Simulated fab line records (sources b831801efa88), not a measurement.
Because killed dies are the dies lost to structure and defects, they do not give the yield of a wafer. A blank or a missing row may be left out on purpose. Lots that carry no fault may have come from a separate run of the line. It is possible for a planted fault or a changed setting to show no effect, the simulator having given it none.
fab line records -- flow sky130
record lots=11, wafers=33, last_day=50
route steps=708 shown NWELL@78 VT_ADJUST_LVTN@115 SONOS_TUNNEL@161 GATE_OXIDE@188
lots untouched by any fault: they come from a run of this same line in which no faults occurred
start_h: hours from the record's opening day to when the first of the lot's shown wafers began -- wait_h: time in hours since the lot's previous step -- " unchanged from the row above -- L1.1+2: one row covering several wafers at once -- - no value present, or no start provided -- * or withheld: withheld -- < > ~ a bound
route shown NAME@n: names a module that has steps shown in the file, with the first one's number in the route -- usual: mean/standard deviation taken from wafers without a fault -- same: alike in all rows -- chamber/n: place in a boat -- sites: each site's reading -- _std_site: how widely they spread, as a standard deviation -- _edge_site: mean of outer sites minus mean of inner sites -- radius_mm: how far each site lies from the wafer's centre -- mask NAME#n: copy n -- behind: the most recent tool/chamber to have shaped the wafer -- hold: reason for holding the lot/hours on hold/outcome of the hold -- device: whichever transistor did not switch (one of n, p or np) -- end of line: tests of these same wafers at the route's end -- for a step that has no rows: nothing shown but its recipe -- killed: dies lost to structure and defects at the first sort, not the wafer's yield -- map: per-die view of a wafer (x killed, . not killed, _ where there is no die)
set.NAME: setting as actually run; set.NAME@STEP: the setting as run at that earlier step -- model.NAME: the simulator's own value behind a step, which no gauge read
a sample of lots followed through the steps of the route, with each step as a table and each wafer as a row
services: when a tool's chamber went out of use (start_h, in hours from the record's first day, below 0 if earlier), for how many hours, and the reason
## steps
# step SKY_NWELL_STRIP_25
# recipe chemistry=O2/N2, power_w=1400, pressure_mtorr=1500, platen_temp_c=withheld, o2_flow_sccm=3000, n2_flow_sccm=300, overash_fraction=0.5
# usual chamber_pressure_mTorr=1499.9/1.3, drypump_motor_current_A=5.7/0.35, oes_product_au=0.722/0.0044, strip_time_to_endpoint_s=36.95/0.099
lot.wafer,tool,chamber,start_h,wait_h,chamber_pressure_mTorr,drypump_motor_current_A,oes_product_au,rf_hours_counter_h,strip_time_to_endpoint_s
L903.3,plasma_asher-02,1,105.42,0.1,1501.9,5.5,0.732,-,37.08
L903.5,plasma_asher-02,0,105.42,0.1,1499.3,5.6,0.722,-,36.97
L903.6,plasma_asher-02,1,105.42,0.1,1500.6,5.5,0.720,-,36.97
L904.1,plasma_asher-04,1,116.34,0.1,1498.4,5.8,0.725,32,37.02
L904.2,plasma_asher-04,0,116.34,0.1,1501.0,6.2,0.720,32,37.14
L904.5,plasma_asher-04,0,116.34,0.1,1498.3,6.2,0.718,-,36.94
L906.1,plasma_asher-04,1,122.55,0.1,1497.1,5.8,0.717,33,36.88
L906.4,plasma_asher-04,0,122.55,0.1,1500.7,6.2,0.727,-,36.96
L906.5,plasma_asher-04,0,122.55,0.1,1500.9,6.2,0.720,-,37.10
L907.1,plasma_asher-02,1,126.45,0.1,1500.7,5.5,0.717,1,37.16
L907.2,plasma_asher-02,0,126.45,0.1,1502.7,5.6,0.725,1,37.07
L907.5,plasma_asher-02,1,126.45,0.1,1501.2,5.5,0.725,-,37.02
L908.1,plasma_asher-02,1,134.07,0.1,1502.0,5.5,0.727,2,37.00
L908.2,plasma_asher-02,0,134.07,0.1,1497.5,5.6,0.719,2,37.05
L908.6,plasma_asher-02,1,134.07,0.1,1501.1,5.5,0.722,-,36.97
L909.2,plasma_asher-04,0,144.12,0.1,1499.1,6.2,0.718,35,37.02
L909.3,plasma_asher-04,1,144.12,0.1,1501.1,5.8,0.717,-,36.99
L909.6,plasma_asher-04,0,144.12,0.1,1501.6,6.2,0.724,-,36.96
L910.1,plasma_asher-03,0,147.47,0.1,1498.2,5.1,0.718,42,37.01
L910.4,plasma_asher-03,0,147.47,0.1,1499.6,5.1,0.726,-,37.09
L910.6,plasma_asher-03,1,147.47,0.1,1500.7,5.7,0.724,-,37.00
L919.1,plasma_asher-03,0,203.20,0.1,1500.6,5.2,0.730,48,36.79
L919.2,plasma_asher-03,1,203.20,0.1,1498.7,5.7,0.719,48,36.71
L919.5,plasma_asher-03,1,203.20,0.1,1501.8,5.7,0.727,-,36.77
L920.1,plasma_asher-03,1,208.42,0.1,1501.1,5.7,0.721,48,37.08
L920.3,plasma_asher-03,1,208.42,0.1,1500.5,5.7,0.719,-,36.97
L920.4,plasma_asher-03,0,208.42,0.1,1499.4,5.1,0.725,-,36.96
L922.1,plasma_asher-03,0,221.95,0.1,1501.3,5.2,0.724,49,36.81
L922.2,plasma_asher-03,1,221.95,0.1,1498.3,5.7,0.723,49,36.76
L922.4,plasma_asher-03,0,221.95,0.1,1501.4,5.1,0.725,-,36.83
L923.2,plasma_asher-03,1,228.20,0.1,1498.8,5.7,0.720,50,36.92
L923.3,plasma_asher-03,1,228.20,0.1,1500.0,5.7,0.719,-,36.94
L923.4,plasma_asher-03,0,228.20,0.1,1499.4,5.1,0.729,-,36.94
# step SKY_VT_ADJUST_LVTN_OVL_MEAS_18
# usual VT_ADJUST_LVTN_01_OVL=0.7/1.6
lot.wafer,tool,chamber,start_h,wait_h,VT_ADJUST_LVTN_01_OVL[nm]
L903.3,overlay-02,-,163.18,0.1,2.2
L903.5,overlay-02,-,163.18,0.1,2.6
L903.6,overlay-02,-,163.18,0.1,2.6
L904.1,overlay-02,-,174.95,0.1,4.3
L904.2,overlay-02,-,174.95,0.1,2.8
L904.5,overlay-02,-,174.95,0.1,1.6
L906.1,overlay-01,-,182.36,0.1,-1.3
L906.4,overlay-01,-,182.36,0.1,-2.3
L906.5,overlay-01,-,182.36,0.1,-1.6
L907.1,overlay-02,-,187.41,0.1,2.5
L907.2,overlay-02,-,187.41,0.1,2.7
L907.5,overlay-02,-,187.41,0.1,0.6
L908.1,overlay-02,-,196.81,0.1,-1.1
L908.2,overlay-02,-,196.81,0.1,-0.1
L908.6,overlay-02,-,196.81,0.1,1.4
L909.2,overlay-02,-,207.43,0.1,-0.1
L909.3,overlay-02,-,207.43,0.1,-1.4
L909.6,overlay-02,-,207.43,0.1,-0.7
L910.1,overlay-01,-,212.40,0.1,-2.7
L910.4,overlay-01,-,212.40,0.1,-0.2
L910.6,overlay-01,-,212.40,0.1,0.4
L919.1,overlay-02,-,272.60,0.1,1.1
L919.2,overlay-02,-,272.60,0.1,3.0
L919.5,overlay-02,-,272.60,0.1,-0.8
L920.1,overlay-01,-,278.80,0.1,0.1
L920.3,overlay-01,-,278.80,0.1,0.6
L920.4,overlay-01,-,278.80,0.1,-1.0
L922.1,overlay-02,-,293.05,0.1,0.4
L922.2,overlay-02,-,293.05,0.1,2.3
L922.4,overlay-02,-,293.05,0.1,0.8
L923.2,overlay-01,-,300.22,0.1,0.2
L923.3,overlay-01,-,300.22,0.1,-0.7
L923.4,overlay-01,-,300.22,0.1,-0.3
# step SKY_SONOS_TUNNEL_CD_MEAS_07
# recipe target_cd_nm=410
# usual cd_nm=410.1/2.2
lot.wafer,tool,chamber,start_h,wait_h,cd_nm
L903.3,cd_sem-02,-,250.80,0.1,411.5
L903.5,cd_sem-02,-,250.80,0.1,410.4
L903.6,cd_sem-02,-,250.80,0.1,412.5
L904.1,cd_sem-01,-,263.47,0.1,406.9
L904.2,cd_sem-01,-,263.47,0.1,409.0
L904.5,cd_sem-01,-,263.47,0.1,407.1
L906.1,cd_sem-02,-,274.06,0.1,412.2
L906.4,cd_sem-02,-,274.06,0.1,412.3
L906.5,cd_sem-02,-,274.06,0.1,411.8
L907.1,cd_sem-02,-,278.57,0.1,408.1
L907.2,cd_sem-02,-,278.57,0.1,409.4
L907.5,cd_sem-02,-,278.57,0.1,407.9
L908.1,cd_sem-02,-,288.52,0.1,409.9
L908.2,cd_sem-02,-,288.52,0.1,410.0
L908.6,cd_sem-02,-,288.52,0.1,410.4
L909.2,cd_sem-01,-,300.53,0.1,408.3
L909.3,cd_sem-01,-,300.53,0.1,410.1
L909.6,cd_sem-01,-,300.53,0.1,408.1
L910.1,cd_sem-02,-,306.82,0.1,409.2
L910.4,cd_sem-02,-,306.82,0.1,408.0
L910.6,cd_sem-02,-,306.82,0.1,409.4
L919.1,cd_sem-02,-,378.40,0.1,414.8
L919.2,cd_sem-02,-,378.40,0.1,413.8
L919.5,cd_sem-02,-,378.40,0.1,413.6
L920.1,cd_sem-02,-,394.81,0.1,405.5
L920.3,cd_sem-02,-,394.81,0.1,406.9
L920.4,cd_sem-02,-,394.81,0.1,407.3
L922.1,cd_sem-02,-,397.80,0.1,411.5
L922.2,cd_sem-02,-,397.80,0.1,411.5
L922.4,cd_sem-02,-,397.80,0.1,413.1
L923.2,cd_sem-02,-,404.39,0.1,409.2
L923.3,cd_sem-02,-,404.39,0.1,411.2
L923.4,cd_sem-02,-,404.39,0.1,409.5
# step SKY_GATE_OXIDE_OXIDATION_01
# recipe temp_c=900, ambient=O2, stabilise_s=600, purge_s=300, target_thk_a=102.68, ox_time_s=1473
# usual spike_tc_bottom_C=917.6/1.5, spike_tc_centre_C=900.1/0.98, spike_tc_lower_C=900.3/1, spike_tc_top_C=910.7/1.6, spike_tc_upper_C=900.2/1.1, tube_center_temp_C=900/0.08, tube_center_temp_C_max=902.3/0.37, zone_power_centre_pct=17.9/0.78, zone_power_lower_pct=18.3/1.5
# same purge_s=300, stabilise_s=600
lot.wafer,tool,chamber,start_h,wait_h,spike_tc_bottom_C,spike_tc_centre_C,spike_tc_lower_C,spike_tc_top_C,spike_tc_upper_C,tube_center_temp_C,tube_center_temp_C_max,zone_power_centre_pct,zone_power_lower_pct
L903.3,furnace-01,0,282.81,0.1,914.7,900.2,900.3,913.8,898.7,900.12,902.3,18.8,20.9
L903.5,furnace-01,0,282.81,0.1,916.1,900.5,899.3,912.6,898.9,899.94,902.3,19.3,20.4
L903.6,furnace-01,0,282.81,0.1,914.8,899.2,898.8,912.8,900.4,899.91,902.2,19.3,20.1
L904.1,furnace-02,0,295.16,0.7,918.8,902.0,902.1,909.7,898.9,900.04,902.5,17.5,17.6
L904.2,furnace-02,0,295.16,0.7,918.1,898.9,900.2,908.9,899.0,900.05,902.8,17.3,17.0
L904.5,furnace-02,0,295.16,0.7,917.8,902.1,901.2,910.9,900.5,899.93,902.4,17.4,17.5
L906.1,furnace-02,0,305.11,1.1,918.6,899.8,901.6,910.6,899.7,899.81,902.9,17.4,17.2
L906.4,furnace-02,0,305.11,1.1,917.9,899.7,900.6,909.5,900.3,900.1,902.2,17.3,17.4
L906.5,furnace-02,0,305.11,1.1,919.3,899.1,900.5,910.0,900.5,900.02,902.2,17.5,17.7
L907.1,furnace-02,0,310.91,1.1,919.3,901.9,899.4,910.4,900.0,900.06,902.1,17.3,17.3
L907.2,furnace-02,0,310.91,1.1,917.6,898.2,899.3,911.4,901.9,900.04,902.1,17.3,17.4
L907.5,furnace-02,0,310.91,1.1,918.8,900.3,903.7,909.5,900.2,899.84,902.0,17.3,17.2
L908.1,furnace-02,0,324.82,4.5,918.1,899.4,901.1,909.4,901.2,900.01,901.9,17.1,17.5
L908.2,furnace-02,0,324.82,4.5,919.6,900.3,900.0,909.6,899.6,899.98,902.3,17.4,17.2
L908.6,furnace-02,0,324.82,4.5,916.9,900.0,900.2,910.4,901.6,899.99,902.7,17.2,17.3
L909.2,furnace-02,0,335.24,1.3,917.1,899.8,899.1,910.2,900.8,900.13,902.3,17.5,17.4
L909.3,furnace-02,0,335.24,1.3,918.3,900.1,899.5,910.1,900.0,899.85,902.2,17.6,17.6
L909.6,furnace-02,0,335.24,1.3,919.1,899.1,902.1,911.1,900.3,899.98,901.9,17.4,17.5
L910.1,furnace-01,0,340.35,1.3,916.0,900.5,901.5,913.2,897.4,900.16,902.1,19.1,20.9
L910.4,furnace-01,0,340.35,1.3,915.6,900.3,899.9,914.8,899.2,900.03,901.8,19.1,20.7
L910.6,furnace-01,0,340.35,1.3,915.4,901.9,900.2,912.5,900.1,899.98,902.1,19.0,20.8
L919.1,furnace-02,0,414.38,0.0,900.4,879.7,879.9,892.7,884.0,881.12,883.4,17.1,16.8
L919.2,furnace-02,0,414.38,0.0,901.5,882.5,880.2,891.0,881.7,881.09,883.0,16.5,16.6
L919.5,furnace-02,0,414.38,0.0,899.1,880.9,881.6,892.1,882.4,881.24,885.1,16.5,16.6
L920.1,furnace-02,0,434.04,0.9,898.7,879.7,880.6,891.2,882.6,881.2,883.9,17.0,16.8
L920.3,furnace-02,0,434.04,0.9,900.4,880.9,881.2,890.4,881.3,881.17,883.6,16.8,16.6
L920.4,furnace-02,0,434.04,0.9,899.6,882.5,882.8,889.4,881.9,880.99,883.0,16.5,16.6
L922.1,furnace-01,0,438.27,0.0,915.3,900.3,899.2,910.2,901.4,900.01,902.4,19.1,20.6
L922.2,furnace-01,0,438.27,0.0,915.1,899.8,900.7,912.8,899.3,900.09,902.8,18.8,21.0
L922.4,furnace-01,0,438.27,0.0,916.0,900.3,899.3,912.6,898.8,899.95,902.6,19.2,20.9
L923.2,furnace-01,0,469.85,0.0,915.5,899.4,899.2,912.6,898.8,899.99,902.0,19.0,20.8
L923.3,furnace-01,0,469.85,0.0,915.6,901.2,901.0,911.3,900.8,899.98,902.1,19.0,20.7
L923.4,furnace-01,0,469.85,0.0,918.0,900.1,899.9,911.9,898.7,900.03,902.0,18.9,20.8
# step SKY_GATE_OXIDE_THK_MEAS_02
# recipe reads=SiO2_of_GATE_OXIDE_OXIDATION_01
# usual GATE_OXIDE_OXIDATION_00_THK=10.29/0.19
lot.wafer,tool,chamber,start_h,wait_h,GATE_OXIDE_OXIDATION_00_THK[nm]
L903.3,film_metro-03,-,284.24,0.0,10.13
L903.5,film_metro-03,-,284.24,0.0,10.25
L903.6,film_metro-03,-,284.24,0.0,9.99
L904.1,film_metro-01,-,296.57,0.0,10.03
L904.2,film_metro-01,-,296.57,0.0,10.15
L904.5,film_metro-01,-,296.57,0.0,10.18
L906.1,film_metro-04,-,306.52,0.0,10.46
L906.4,film_metro-04,-,306.52,0.0,10.27
L906.5,film_metro-04,-,306.52,0.0,10.24
L907.1,film_metro-03,-,312.32,0.0,10.23
L907.2,film_metro-03,-,312.32,0.0,10.13
L907.5,film_metro-03,-,312.32,0.0,10.15
L908.1,film_metro-04,-,326.23,0.0,10.37
L908.2,film_metro-04,-,326.23,0.0,10.38
L908.6,film_metro-04,-,326.23,0.0,10.23
L909.2,film_metro-03,-,336.66,0.0,10.12
L909.3,film_metro-03,-,336.66,0.0,10.20
L909.6,film_metro-03,-,336.66,0.0,10.23
L910.1,film_metro-04,-,341.76,0.0,10.23
L910.4,film_metro-04,-,341.76,0.0,10.30
L910.6,film_metro-04,-,341.76,0.0,10.14
L919.1,film_metro-01,-,415.79,0.0,8.42
L919.2,film_metro-01,-,415.79,0.0,8.36
L919.5,film_metro-01,-,415.79,0.0,8.47
L920.1,film_metro-03,-,435.45,0.0,8.24
L920.3,film_metro-03,-,435.45,0.0,8.33
L920.4,film_metro-03,-,435.45,0.0,8.38
L922.1,film_metro-01,-,439.68,0.0,10.30
L922.2,film_metro-01,-,439.68,0.0,10.34
L922.4,film_metro-01,-,439.68,0.0,10.17
L923.2,film_metro-01,-,471.27,0.0,10.36
L923.3,film_metro-01,-,471.27,0.0,10.21
L923.4,film_metro-01,-,471.27,0.0,10.18
## services
tool,chamber,start_h,hours,kind
plasma_asher-03,-,90.41,38.8,repair
furnace-01,-,106.81,5.0,pm
plasma_asher-02,-,108.75,9.0,pm
plasma_asher-02,0,108.75,9.0,vent_cycle
plasma_asher-02,1,108.75,9.0,vent_cycle
plasma_asher-02,0,117.75,-,clean
plasma_asher-02,1,117.75,-,clean
furnace-01,-,128.74,3.5,pm
furnace-02,-,174.34,3.2,repair
furnace-02,-,194.98,2.9,pm
plasma_asher-02,-,206.19,2.4,repair
furnace-02,-,221.90,3.4,pm
furnace-01,-,239.36,15.2,pm
plasma_asher-02,-,257.34,12.0,repair
plasma_asher-02,-,258.78,7.4,repair
furnace-01,-,297.09,5.1,pm
plasma_asher-02,-,317.75,1.2,repair
plasma_asher-03,-,338.38,0.4,repair
plasma_asher-02,-,364.09,1.0,repair
plasma_asher-02,-,382.40,2.8,pm
furnace-01,-,389.38,4.7,pm
plasma_asher-03,-,402.84,3.4,repair
plasma_asher-04,-,440.78,1.6,repair
furnace-01,-,464.74,3.4,pm
## key
first_sign step=SKY_GATE_OXIDE_OXIDATION_01, reading=tube_center_temp_C, direction=down, sigmas=99+, usual=*, struck=*
effect step=SKY_GATE_OXIDE_OXIDATION_01, reading=tube_center_temp_C_max, direction=down, sigmas=50, usual=*, struck=*
effect step=SKY_GATE_OXIDE_THK_MEAS_02, reading=GATE_OXIDE_OXIDATION_00_THK, direction=down, sigmas=10, usual=10.29, struck=8.37
met_at SKY_GATE_OXIDE_OXIDATION_01
struck_lots L919,L920
tester_left_out L919,L920
not_acting_at SKY_NWELL_STRIP_25,SKY_VT_ADJUST_LVTN_OVL_MEAS_18,SKY_SONOS_TUNNEL_CD_MEAS_07
onset_between 335.24 414.38
fault kind=process_parameter_drift, tool=furnace-02, chamber=-, onset_h=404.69, steps=SKY_GATE_OXIDE_OXIDATION_01, channel=temp_c, offset=*, shape=step, end_h=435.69, acts_in=*, stated=*
# tester_left_out: of these lots the tester's yield and bins aren't shown, on N5 and GAA mostly nor the transistor test; their killed dies are dies lost to structure and defects alone, not to doping, threshold or leakage, so they don't give the yield
